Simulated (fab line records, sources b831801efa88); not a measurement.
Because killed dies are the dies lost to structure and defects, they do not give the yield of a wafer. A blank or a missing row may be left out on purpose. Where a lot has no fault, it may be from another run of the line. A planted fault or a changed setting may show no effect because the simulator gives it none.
fab line records | flow sfq-line
record: lots: 5 | wafers: 15 | last-day: 90
route steps=325 shown I7@304 M8@311
lots that met no fault: taken from a fault-free run of the same line
start-h: start of the lot's first displayed wafer, in hours after the record's first day | wait-h: hours elapsed since this lot's preceding step | " identical to the entry in the row above | L1.1+2: several wafers, shown together as one row | - no value, or no start was given | * or withheld: withheld | < > ~ a bound
route shown NAME@n: a module of which the file shows steps, and the number in the route of the first | usual: mean/standard deviation of fault-free wafers | same: alike in all rows | chamber/n: place in a boat | sites: readings site by site | _std_site: the standard deviation of these | _edge_site: inner sites' mean taken away from outer sites' mean | radius-mm: how far each site lies from the wafer's centre | mask NAME#n: copy n | behind: the last tool/chamber to shape the wafer | hold: reason for holding the lot/hours on hold/outcome of the hold | device: the transistor (n, p or np) that didn't switch | end of line: the tests these same wafers got at the end of their route | a step with no rows: only its recipe | killed: dies that structure and defects cost at the first sort, which is not the same as the wafer's yield | map: shows each die of a wafer: x if killed, . if not, _ if none is there
set.NAME: setting as actually run; set.NAME@STEP: the setting as run at that earlier step | model.NAME: the simulator's own value behind a step, which no gauge read
lots at selected steps of the route; one table per step, one row per wafer
services: the hour from which a tool's chamber was out of use, counted from the record's first day as start-h (under 0 if before that day), plus the number of hours and why
== steps ==
step: SFQ_TRILAYER_I7_VIA_LITHO_PEB_190
recipe: peb-temp-c: 115 | peb-time-s: 60 | resist: KrF
lot.wafer  | tool           | chamber | start-h | wait-h
L078.1+2+3 | litho-track-02 | 0       | 2044.26 | 1.0
L083.1+5+6 | litho-track-04 | 0       | 2063.46 | 1.0
L087.3+5+6 | litho-track-04 | 0       | 2072.91 | 0.7
L088.2+5+6 | litho-track-04 | 0       | 2075.28 | 0.8
L089.1+4+6 | litho-track-04 | 0       | 2078.86 | 1.0
step: SFQ_TRILAYER_I7_VIA_LITHO_DEVELOP_189
recipe: time-s: 60 | resist: KrF
lot.wafer  | tool           | chamber | start-h | wait-h
L078.1+2+3 | litho-track-02 | 0       | 2044.41 | 0.1
L083.1+5+6 | litho-track-04 | 0       | 2063.61 | 0.1
L087.3+5+6 | litho-track-04 | 0       | 2073.06 | 0.1
L088.2+5+6 | litho-track-04 | 0       | 2075.43 | 0.1
L089.1+4+6 | litho-track-04 | 0       | 2079.01 | 0.1
step: SFQ_I7_OVL_MEAS_947
usual: I7_OVL: -3/5.9
lot.wafer | tool       | chamber | start-h | wait-h | I7_OVL[nm]
L078.1    | overlay-02 | -       | 2044.56 | 0.1    | -2
L078.2    | "          | -       | "       | "      | -2
L078.3    | "          | -       | "       | "      | 6
L083.1    | overlay-01 | -       | 2063.76 | 0.1    | -2
L083.5    | "          | -       | "       | "      | 0
L083.6    | "          | -       | "       | "      | 0
L087.3    | overlay-02 | -       | 2073.17 | 0.1    | -9
L087.5    | "          | -       | "       | "      | -6
L087.6    | "          | -       | "       | "      | -7
L088.2    | overlay-02 | -       | 2075.56 | 0.1    | 0
L088.5    | "          | -       | "       | "      | 3
L088.6    | "          | -       | "       | "      | 8
L089.1    | overlay-02 | -       | 2079.16 | 0.1    | 4
L089.4    | "          | -       | "       | "      | -1
L089.6    | "          | -       | "       | "      | -5
step: SFQ_TRILAYER_I7_VIA_BARC_OPEN_VIA_ETCH_260
recipe: mask-material: PR | chemistry: O2 | target-depth-nm: 125 | target: BARC | source-w: 500 | bias-w: 80 | pressure-mtorr: 30 | time-s: 41.7
usual: chamber-pressure-mTorr: 30.004/0.025 | drypump-motor-current-A: 5.8/0.52 | oes-product-au: 0.686/0.0044
lot.wafer | tool        | chamber | start-h | wait-h | chamber-pressure-mTorr | drypump-motor-current-A | oes-product-au | rf-hours-counter-h
L078.1    | rie-diel-01 | 2       | 2044.59 | 0.0    | 30.025                 | 5.1                     | 0.681          | 8
L078.2    | "           | 3       | "       | "      | 30.002                 | 6.6                     | 0.687          | 19
L078.3    | "           | 1       | "       | "      | 29.975                 | 6.2                     | 0.690          | 3
L083.1    | rie-diel-01 | 0       | 2063.79 | 0.0    | 30.042                 | 5.8                     | 0.688          | 12
L083.5    | "           | 3       | "       | "      | 29.967                 | 6.6                     | 0.687          | -
L083.6    | "           | 2       | "       | "      | 30.009                 | 5.1                     | 0.687          | -
L087.3    | rie-diel-03 | 3       | 2073.19 | 0.0    | 29.971                 | 4.9                     | 0.696          | 10
L087.5    | "           | 2       | "       | "      | 30.000                 | 6.2                     | 0.693          | -
L087.6    | "           | 1       | "       | "      | 30.047                 | 5.7                     | 0.691          | -
L088.2    | rie-diel-01 | 3       | 2075.59 | 0.0    | 30.025                 | 6.6                     | 0.694          | 19
L088.5    | "           | 0       | "       | "      | 30.015                 | 5.8                     | 0.686          | -
L088.6    | "           | 3       | "       | "      | 30.037                 | 6.6                     | 0.685          | -
L089.1    | rie-diel-01 | 1       | 2079.19 | 0.0    | 30.006                 | 6.2                     | 0.684          | 3
L089.4    | "           | 2       | "       | "      | 29.972                 | 5.1                     | 0.691          | 9
L089.6    | "           | 1       | "       | "      | 30.004                 | 6.2                     | 0.690          | -
step: SFQ_TRILAYER_I7_VIA_ETCH_VIA_ETCH_190
recipe: target: SiO2 | stop-on: Nb | mask-material: PR | taper-deg: 20 | chemistry: CHF3 | target-depth-nm: 260 | source-w: 500 | bias-w: 80 | pressure-mtorr: 30 | time-s: withheld
usual: chamber-pressure-mTorr: 29.997/0.027 | drypump-motor-current-A: 5.8/0.52 | oes-product-au: 0.854/0.0051
lot.wafer | tool        | chamber | start-h | wait-h | chamber-pressure-mTorr | drypump-motor-current-A | oes-product-au
L078.1    | rie-diel-01 | 2       | 2044.63 | 0.0    | 29.984                 | 5.1                     | 0.846
L078.2    | "           | 3       | "       | "      | 29.981                 | 6.6                     | 0.860
L078.3    | "           | 1       | "       | "      | 29.965                 | 6.2                     | 0.855
L083.1    | rie-diel-01 | 0       | 2063.83 | 0.0    | 29.976                 | 5.8                     | 0.848
L083.5    | "           | 3       | "       | "      | 30.003                 | 6.6                     | 0.850
L083.6    | "           | 2       | "       | "      | 30.015                 | 5.1                     | 0.862
L087.3    | rie-diel-03 | 3       | 2073.23 | 0.0    | 30.062                 | 4.9                     | 0.854
L087.5    | "           | 2       | "       | "      | 29.964                 | 6.3                     | 0.856
L087.6    | "           | 1       | "       | "      | 30.004                 | 5.7                     | 0.847
L088.2    | rie-diel-01 | 3       | 2075.63 | 0.0    | 29.961                 | 6.6                     | 0.850
L088.5    | "           | 0       | "       | "      | 29.990                 | 5.8                     | 0.859
L088.6    | "           | 3       | "       | "      | 29.989                 | 6.6                     | 0.861
L089.1    | rie-diel-01 | 1       | 2079.23 | 0.0    | 29.955                 | 6.2                     | 0.862
L089.4    | "           | 2       | "       | "      | 29.980                 | 5.1                     | 0.860
L089.6    | "           | 1       | "       | "      | 30.050                 | 6.2                     | 0.857
step: SFQ_TRILAYER_I7_VIA_STRIP_STRIP_191
recipe: gas: O2 | power-w: 200 | platen-temp-c: 40 | overash-fraction: 0.65 | chemistry: O2 | pressure-mtorr: 50
usual: chamber-pressure-mTorr: 50.00/0.044 | drypump-motor-current-A: 5.9/0.31 | oes-product-au: 0.997/0.0061
lot.wafer | tool         | chamber | start-h | wait-h | chamber-pressure-mTorr | drypump-motor-current-A | oes-product-au | rf-hours-counter-h
L078.1    | rie-metal-04 | 1       | 2044.75 | -      | 50.01                  | 6.2                     | 1.005          | 56
L078.2    | "            | 0       | "       | "      | 50.03                  | 5.7                     | 1.005          | 93
L078.3    | "            | 1       | "       | "      | 50.08                  | 6.3                     | 1.002          | -
L083.1    | rie-metal-03 | 1       | 2063.95 | -      | 49.97                  | 6.3                     | 0.998          | 7
L083.5    | "            | 1       | "       | "      | 49.95                  | 6.3                     | 0.989          | -
L083.6    | "            | 0       | "       | "      | 49.96                  | 5.5                     | 0.996          | -
L087.3    | rie-metal-03 | 0       | 2073.55 | -      | 50.03                  | 5.4                     | 1.003          | -
L087.5    | "            | 0       | "       | "      | 49.92                  | 5.5                     | 1.001          | -
L087.6    | "            | 1       | "       | "      | 50.01                  | 6.3                     | 1.001          | -
L088.2    | rie-metal-03 | 1       | 2075.75 | -      | 50.00                  | 6.3                     | 1.004          | 9
L088.5    | "            | 1       | "       | "      | 50.03                  | 6.3                     | 0.989          | -
L088.6    | "            | 0       | "       | "      | 50.01                  | 5.5                     | 0.993          | -
L089.1    | rie-metal-01 | 0       | 2079.35 | -      | 50.04                  | 5.8                     | 0.999          | 2
L089.4    | "            | 0       | "       | "      | 49.96                  | 5.7                     | 1.003          | -
L089.6    | "            | 0       | "       | "      | 49.99                  | 5.8                     | 1.003          | -
step: SFQ_TRILAYER_I7_VIA_STRIP_SOLV_CLEAN_192
recipe: chemistry: NMP | temp-c: 70 | time-s: 600
usual: bath-guard-temp-C: 70.3/0.48
lot.wafer | tool         | chamber | start-h | wait-h | bath-guard-temp-C
L078.1    | wet-bench-03 | 1       | 2045.35 | 0.4    | 69.2
L078.2    | "            | 5       | "       | "      | 70.9
L078.3    | "            | 0       | "       | "      | 70.0
L083.1    | wet-bench-03 | 2       | 2064.55 | 0.4    | 69.4
L083.5    | "            | 3       | "       | "      | 69.8
L083.6    | "            | 4       | "       | "      | 70.4
L087.3    | wet-bench-03 | 1       | 2073.95 | 0.2    | 69.2
L087.5    | "            | 7       | "       | "      | 70.1
L087.6    | "            | 4       | "       | "      | 70.5
L088.2    | wet-bench-03 | 7       | 2076.35 | 0.4    | 69.9
L088.5    | "            | 0       | "       | "      | 69.9
L088.6    | "            | 1       | "       | "      | 69.4
L089.1    | wet-bench-02 | 0       | 2079.95 | 0.4    | 70.2
L089.4    | "            | 6       | "       | "      | 70.3
L089.6    | "            | 5       | "       | "      | 70.7
step: SFQ_TRILAYER_M8_LITHO_LOR_COAT_197
recipe: resist: lift-off | spin-rpm: 3000
lot.wafer  | tool           | chamber | start-h | wait-h
L078.1+2+3 | litho-track-03 | 0       | 2045.65 | 0.1
L083.1+5+6 | litho-track-03 | 0       | 2064.72 | 0.0
L087.3+5+6 | litho-track-02 | 0       | 2074.24 | 0.1
L088.2+5+6 | litho-track-03 | 0       | 2076.57 | 0.1
L089.1+4+6 | litho-track-03 | 0       | 2080.12 | 0.0
step: SFQ_TRILAYER_M8_LITHO_LOR_BAKE_198
recipe: resist: lift-off | temp-c: withheld | time-s: withheld
lot.wafer  | tool           | chamber | start-h | wait-h
L078.1+2+3 | litho-track-03 | 0       | 2045.95 | 0.2
L083.1+5+6 | litho-track-03 | 0       | 2065.02 | 0.2
L087.3+5+6 | litho-track-02 | 0       | 2074.62 | 0.3
L088.2+5+6 | litho-track-03 | 0       | 2076.91 | 0.3
L089.1+4+6 | litho-track-03 | 0       | 2080.42 | 0.2
step: SFQ_TRILAYER_M8_LITHO_COAT_193
recipe: resist: KrF | spin-rpm: 3000 | resist-thk-nm: 600
lot.wafer  | tool           | chamber | start-h | wait-h
L078.1+2+3 | litho-track-03 | 0       | -       | -
L083.1+5+6 | litho-track-03 | 0       | -       | -
L087.3+5+6 | litho-track-02 | 0       | -       | -
L088.2+5+6 | litho-track-03 | 0       | -       | -
L089.1+4+6 | litho-track-03 | 0       | -       | -
step: SFQ_TRILAYER_M8_LITHO_SOFTBAKE_199
recipe: temp-c: withheld | time-s: withheld | resist: KrF
lot.wafer  | tool           | chamber | start-h | wait-h
L078.1+2+3 | litho-track-03 | 0       | -       | -
L083.1+5+6 | litho-track-03 | 0       | -       | -
L087.3+5+6 | litho-track-02 | 0       | -       | -
L088.2+5+6 | litho-track-03 | 0       | -       | -
L089.1+4+6 | litho-track-03 | 0       | -       | -
step: SFQ_TRILAYER_M8_LITHO_EXPOSE_194
recipe: mask-id: M8 | na: 0.6 | source-shape: conventional | sigma-outer: 0.65 | target-cd-nm: 2000 | dose-mj: 14.4
usual: exposure-dose-mJ-cm2: 14.399/0.012
lot.wafer | tool           | chamber | start-h | wait-h | mask | exposure-dose-mJ-cm2
L078.1    | krf-scanner-02 | 0       | 2118.24 | -      | M8#0 | 14.413
L078.2    | "              | 0       | "       | "      | M8#0 | 14.427
L078.3    | "              | 0       | "       | "      | M8#0 | 14.423
L083.1    | krf-scanner-01 | 0       | 2137.57 | -      | M8#0 | 14.409
L083.5    | "              | 0       | "       | "      | M8#0 | 14.387
L083.6    | "              | 0       | "       | "      | M8#0 | 14.383
L087.3    | krf-scanner-01 | 0       | 2152.37 | -      | M8#0 | 14.394
L087.5    | "              | 0       | "       | "      | M8#0 | 14.396
L087.6    | "              | 0       | "       | "      | M8#0 | 14.392
L088.2    | krf-scanner-01 | 0       | 2156.97 | -      | M8#0 | 14.383
L088.5    | "              | 0       | "       | "      | M8#0 | 14.387
L088.6    | "              | 0       | "       | "      | M8#0 | 14.402
L089.1    | krf-scanner-01 | 0       | 2162.77 | -      | M8#0 | 14.422
L089.4    | "              | 0       | "       | "      | M8#0 | 14.405
L089.6    | "              | 0       | "       | "      | M8#0 | 14.417
step: SFQ_TRILAYER_M8_LITHO_PEB_196
recipe: peb-temp-c: 115 | peb-time-s: 60 | resist: KrF
lot.wafer  | tool           | chamber | start-h | wait-h
L078.1+2+3 | litho-track-04 | 0       | 2119.44 | 1.0
L083.1+5+6 | litho-track-04 | 0       | 2138.77 | 1.0
L087.3+5+6 | litho-track-04 | 0       | 2153.22 | 0.7
L088.2+5+6 | litho-track-04 | 0       | 2157.99 | 0.8
L089.1+4+6 | litho-track-03 | 0       | 2163.97 | 1.0
step: SFQ_TRILAYER_M8_LITHO_DEVELOP_195
recipe: img-clear-s: 15 | time-s: 55 | resist: KrF
lot.wafer  | tool           | chamber | start-h | wait-h
L078.1+2+3 | litho-track-04 | 0       | 2119.59 | 0.1
L083.1+5+6 | litho-track-04 | 0       | 2138.92 | 0.1
L087.3+5+6 | litho-track-04 | 0       | 2153.36 | 0.1
L088.2+5+6 | litho-track-04 | 0       | 2158.14 | 0.1
L089.1+4+6 | litho-track-03 | 0       | 2164.12 | 0.1
step: SFQ_M8_OVL_MEAS_948
usual: M8_OVL: 2/5.3
lot.wafer | tool       | chamber | start-h | wait-h | M8_OVL[nm]
L078.1    | overlay-02 | -       | 2119.73 | 0.1    | 0
L078.2    | "          | -       | "       | "      | -2
L078.3    | "          | -       | "       | "      | 3
L083.1    | overlay-01 | -       | 2139.06 | 0.1    | 2
L083.5    | "          | -       | "       | "      | 3
L083.6    | "          | -       | "       | "      | 4
L087.3    | overlay-02 | -       | 2153.47 | 0.1    | 1
L087.5    | "          | -       | "       | "      | -6
L087.6    | "          | -       | "       | "      | -11
L088.2    | overlay-02 | -       | 2158.26 | 0.1    | 9
L088.5    | "          | -       | "       | "      | 7
L088.6    | "          | -       | "       | "      | 10
L089.1    | overlay-01 | -       | 2164.26 | 0.1    | 3
L089.4    | "          | -       | "       | "      | 4
L089.6    | "          | -       | "       | "      | 2
step: SFQ_TRILAYER_M8_DEP_EVAP_197
recipe: material: Ti | angular-spread-deg: 1 | target-thk-nm: 20 | time-s: 100 | power-w: 2000
lot.wafer  | tool           | chamber | start-h | wait-h
L078.1+2+3 | pvd-sputter-02 | -       | 2119.77 | 0.0
L083.1+5+6 | pvd-sputter-01 | -       | 2139.09 | 0.0
L087.3+5+6 | pvd-sputter-01 | -       | 2153.49 | 0.0
L088.2+5+6 | pvd-sputter-02 | -       | 2158.29 | 0.0
L089.1+4+6 | pvd-sputter-01 | -       | 2164.29 | 0.0
step: SFQ_TRILAYER_M8_DEP_EVAP_198
recipe: material: Pt | angular-spread-deg: 1 | target-thk-nm: 50 | time-s: 250 | power-w: 2000
lot.wafer  | tool           | chamber | start-h | wait-h
L078.1+2+3 | pvd-sputter-02 | -       | 2119.84 | 0.0
L083.1+5+6 | pvd-sputter-01 | -       | 2139.17 | 0.0
L087.3+5+6 | pvd-sputter-01 | -       | 2153.57 | 0.0
L088.2+5+6 | pvd-sputter-02 | -       | 2158.37 | 0.0
L089.1+4+6 | pvd-sputter-01 | -       | 2164.37 | 0.0
step: SFQ_TRILAYER_M8_DEP_EVAP_196
recipe: material: Au | angular-spread-deg: 1 | target-thk-nm: 180 | time-s: 900 | power-w: 2000
lot.wafer  | tool           | chamber | start-h | wait-h
L078.1+2+3 | pvd-sputter-02 | -       | 2120.00 | 0.1
L083.1+5+6 | pvd-sputter-01 | -       | 2139.32 | 0.1
L087.3+5+6 | pvd-sputter-01 | -       | 2153.72 | 0.1
L088.2+5+6 | pvd-sputter-02 | -       | 2158.54 | 0.1
L089.1+4+6 | pvd-sputter-01 | -       | 2164.52 | 0.1
step: SFQ_M8_RS_MEAS_949
recipe: thk-meas-gauge: four-point-probe | reads: Au_of_TRILAYER_M8_DEP_EVAP_196+Pt_of_TRILAYER_M8_DEP_EVAP_198+Ti_of_TRILAYER_M8_DEP_EVAP_197
usual: M8_AU_RS: 0.1540/0.0014
lot.wafer | tool          | chamber | start-h | wait-h | M8_AU_RS[ohm/sq]
L078.1    | film-metro-03 | -       | 2120.51 | 0.3    | 0.1555
L078.2    | "             | -       | "       | "      | 0.1541
L078.3    | "             | -       | "       | "      | 0.1544
L083.1    | film-metro-02 | -       | 2139.84 | 0.3    | 0.1527
L083.5    | "             | -       | "       | "      | 0.1523
L083.6    | "             | -       | "       | "      | 0.1529
L087.3    | film-metro-04 | -       | 2154.28 | 0.3    | 0.1553
L087.5    | "             | -       | "       | "      | 0.1561
L087.6    | "             | -       | "       | "      | 0.1540
L088.2    | film-metro-02 | -       | 2159.12 | 0.3    | 0.1525
L088.5    | "             | -       | "       | "      | 0.1526
L088.6    | "             | -       | "       | "      | 0.1529
L089.1    | film-metro-02 | -       | 2165.04 | 0.3    | 0.1556
L089.4    | "             | -       | "       | "      | 0.1538
L089.6    | "             | -       | "       | "      | 0.1541
step: SFQ_M8_THK_MEAS_950
recipe: thk-meas-gauge: xrf | reads: Au_of_TRILAYER_M8_DEP_EVAP_196
usual: M8_AU_THK: 182.6/2.7
lot.wafer | tool          | chamber | start-h | wait-h | M8_AU_THK[nm]
L078.1    | film-metro-03 | -       | 2120.63 | 0.1    | 183.1
L078.2    | "             | -       | "       | "      | 186.2
L078.3    | "             | -       | "       | "      | 184.7
L083.1    | film-metro-02 | -       | 2139.96 | 0.1    | 182.8
L083.5    | "             | -       | "       | "      | 182.4
L083.6    | "             | -       | "       | "      | 181.7
L087.3    | film-metro-04 | -       | 2154.38 | 0.1    | 179.1
L087.5    | "             | -       | "       | "      | 177.2
L087.6    | "             | -       | "       | "      | 181.0
L088.2    | film-metro-02 | -       | 2159.23 | 0.1    | 182.2
L088.5    | "             | -       | "       | "      | 182.8
L088.6    | "             | -       | "       | "      | 183.3
L089.1    | film-metro-02 | -       | 2165.16 | 0.1    | 179.9
L089.4    | "             | -       | "       | "      | 180.1
L089.6    | "             | -       | "       | "      | 180.7
step: SFQ_TRILAYER_M8_LIFTOFF_LIFTOFF_197
recipe: temp-c: 80 | time-s: 600 | chemistry: NMP
usual: bath-guard-temp-C: 80.3/0.48
lot.wafer | tool         | chamber | start-h | wait-h | bath-guard-temp-C
L078.1    | wet-bench-04 | 3       | 2120.69 | 0.1    | 79.5
L078.2    | "            | 1       | "       | "      | 78.9
L078.3    | "            | 4       | "       | "      | 80.0
L083.1    | wet-bench-02 | 4       | 2140.02 | 0.1    | 80.5
L083.5    | "            | 7       | "       | "      | 80.4
L083.6    | "            | 0       | "       | "      | 80.2
L087.3    | wet-bench-01 | 0       | 2154.42 | 0.0    | 80.6
L087.5    | "            | 5       | "       | "      | 80.1
L087.6    | "            | 1       | "       | "      | 80.5
L088.2    | wet-bench-01 | 5       | 2159.28 | 0.0    | 80.1
L088.5    | "            | 3       | "       | "      | 79.9
L088.6    | "            | 4       | "       | "      | 80.2
L089.1    | wet-bench-02 | 6       | 2165.22 | 0.1    | 80.5
L089.4    | "            | 3       | "       | "      | 80.9
L089.6    | "            | 0       | "       | "      | 80.2
step: SFQ_M8_BOW_MEAS_951
recipe: mode: bow
usual: M8_BOW: 8/12
lot.wafer | tool          | chamber | start-h | wait-h | M8_BOW[um]
L078.1    | film-metro-04 | -       | 2120.87 | 0.0    | 15
L078.2    | "             | -       | "       | "      | 18
L078.3    | "             | -       | "       | "      | 24
L083.1    | film-metro-03 | -       | 2140.19 | 0.0    | -1
L083.5    | "             | -       | "       | "      | 7
L083.6    | "             | -       | "       | "      | -5
L087.3    | film-metro-03 | -       | 2154.65 | 0.0    | -3
L087.5    | "             | -       | "       | "      | -3
L087.6    | "             | -       | "       | "      | -16
L088.2    | film-metro-02 | -       | 2159.49 | 0.0    | 13
L088.5    | "             | -       | "       | "      | 9
L088.6    | "             | -       | "       | "      | -8
L089.1    | film-metro-02 | -       | 2165.41 | 0.0    | -3
L089.4    | "             | -       | "       | "      | -11
L089.6    | "             | -       | "       | "      | -10
== services ==
tool           | chamber | start-h | hours | kind
rie-diel-01    | -       | 2025.61 | 2.8   | pm
krf-scanner-02 | -       | 2032.44 | 1.3   | pm
rie-metal-01   | 0       | 2043.28 | -     | clean
rie-metal-01   | 0       | 2043.28 | 24.1  | scheduled-down
rie-metal-01   | 0       | 2043.28 | 24.1  | vent-cycle
krf-scanner-02 | -       | 2048.14 | 1.0   | pm
krf-scanner-02 | -       | 2057.54 | 0.8   | pm
krf-scanner-02 | -       | 2059.49 | 3.6   | pm
krf-scanner-01 | -       | 2068.26 | 1.0   | pm
pvd-sputter-02 | -       | 2069.39 | 1.2   | repair
krf-scanner-01 | -       | 2091.59 | 1.3   | pm
rie-metal-01   | 0       | 2103.69 | 20.5  | repair
krf-scanner-01 | -       | 2105.01 | 0.3   | repair
rie-diel-03    | -       | 2111.23 | 15.6  | pm
krf-scanner-01 | -       | 2120.14 | 0.8   | pm
pvd-sputter-02 | -       | 2123.31 | 3.9   | repair
krf-scanner-01 | -       | 2135.54 | 0.3   | repair
krf-scanner-02 | -       | 2136.24 | 7.2   | pm
rie-diel-01    | 0       | 2152.48 | 11.7  | repair
rie-diel-01    | 2       | 2155.01 | 4.0   | repair
rie-diel-03    | 2       | 2160.53 | 13.4  | repair
rie-diel-01    | -       | 2165.07 | 0.5   | repair
== key ==
fault none
